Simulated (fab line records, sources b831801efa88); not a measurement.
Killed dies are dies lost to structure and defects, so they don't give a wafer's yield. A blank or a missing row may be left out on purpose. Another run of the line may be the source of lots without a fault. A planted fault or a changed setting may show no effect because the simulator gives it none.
The same fault as seen by 2 desks + flow sky130 + every desk sees just its own numbers, and what lay behind them comes last

## AT THE METROLOGY DESK
What the gauges read for every lot (on any tool): the sampled wafers with a number, averaged. A lot is out of limits, marked OUT, if its mean lies more than 4 standard deviations from the usual mean; the brackets give that distance.
Columns: A = CAP2M_CVD_00_THK at SKY_CAP2M_THK_MEAS_01, usual 15.56 nm; B = VIA4_BOW at SKY_VIA4_BOW_MEAS_03, usual 82 um; C = PASSIVATION_CVD_02_THK at SKY_PASSIVATION_THK_MEAS_03, usual 540 nm
| lot  | first seen here | A     | B  | C   |
|------|-----------------|-------|----|-----|
| L536 | day 39 20:41    | 15.48 | 86 | 542 |
| L537 | day 39 23:23    | 15.57 | 83 | 539 |
| L539 | day 40 18:11    | 15.68 | 72 | 535 |
| L543 | day 42 16:52    | 15.58 | 79 | 544 |
| L546 | day 42 19:09    | 15.45 | 84 | 539 |
| L548 | day 43 07:58    | 15.57 | 86 | 544 |
| L550 | day 43 19:40    | 15.55 | 86 | 546 |
| L551 | day 44 04:45    | 15.81 | 77 | 546 |
| L552 | day 44 09:11    | 15.59 | 84 | 535 |
| L553 | day 44 13:31    | 15.82 | 81 | 540 |
| L556 | day 45 11:47    | 15.75 | 88 | 535 |
| L557 | day 45 15:23    | 15.42 | 82 | 537 |
| L558 | day 45 22:06    | 15.47 | 83 | 531 |
Finding of this desk: none of the 13 lots has anything out of limits.

## FOR THE TOOL OWNER'S DESK: litho track-04
The tool's own readings at SKY_PAD_OPEN_COAT_02 (resist thk 3000 nm): means of the sampled wafers that have a number, for each lot that ran on this tool. A lot is out of limits, marked OUT, if its mean lies more than 4 standard deviations from the usual mean; the brackets give that distance.
Columns: A = spin speed rpm at SKY_PAD_OPEN_COAT_02, usual 2000.0 rpm
| lot  | first seen here | A                |
|------|-----------------|------------------|
| L537 | day 45 11:07    | 1999.6           |
| L539 | day 46 04:20    | 1999.0           |
| L546 | day 47 22:20    | 2065.8 (+41) OUT |
| L548 | day 48 08:26    | 2068.2 (+43) OUT |
This desk finds L546, L548 out of limits, L546 being first, at day 47 22:20 (spin speed rpm at SKY_PAD_OPEN_COAT_02). In limits: L537, L539.

## PUT TOGETHER
On L546, L548, at day 47 22:20, an alarm was possible from the tool owner's desk.
The metrology desk saw nothing out of limits.
The metrology desk holds a record of L546, L548, inside its limits.
The lots listed all ran SKY_PAD_OPEN_COAT_02 on litho track-04.

## WHAT WAS PUT IN BY THE SIMULATOR
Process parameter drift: litho track-04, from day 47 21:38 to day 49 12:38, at SKY_PAD_OPEN_COAT_02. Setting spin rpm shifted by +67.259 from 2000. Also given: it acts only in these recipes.
Lots struck among those shown: L546, L548.
Hours from the fault's start to each desk's first reading out of limits: the tool owner's desk, 1.
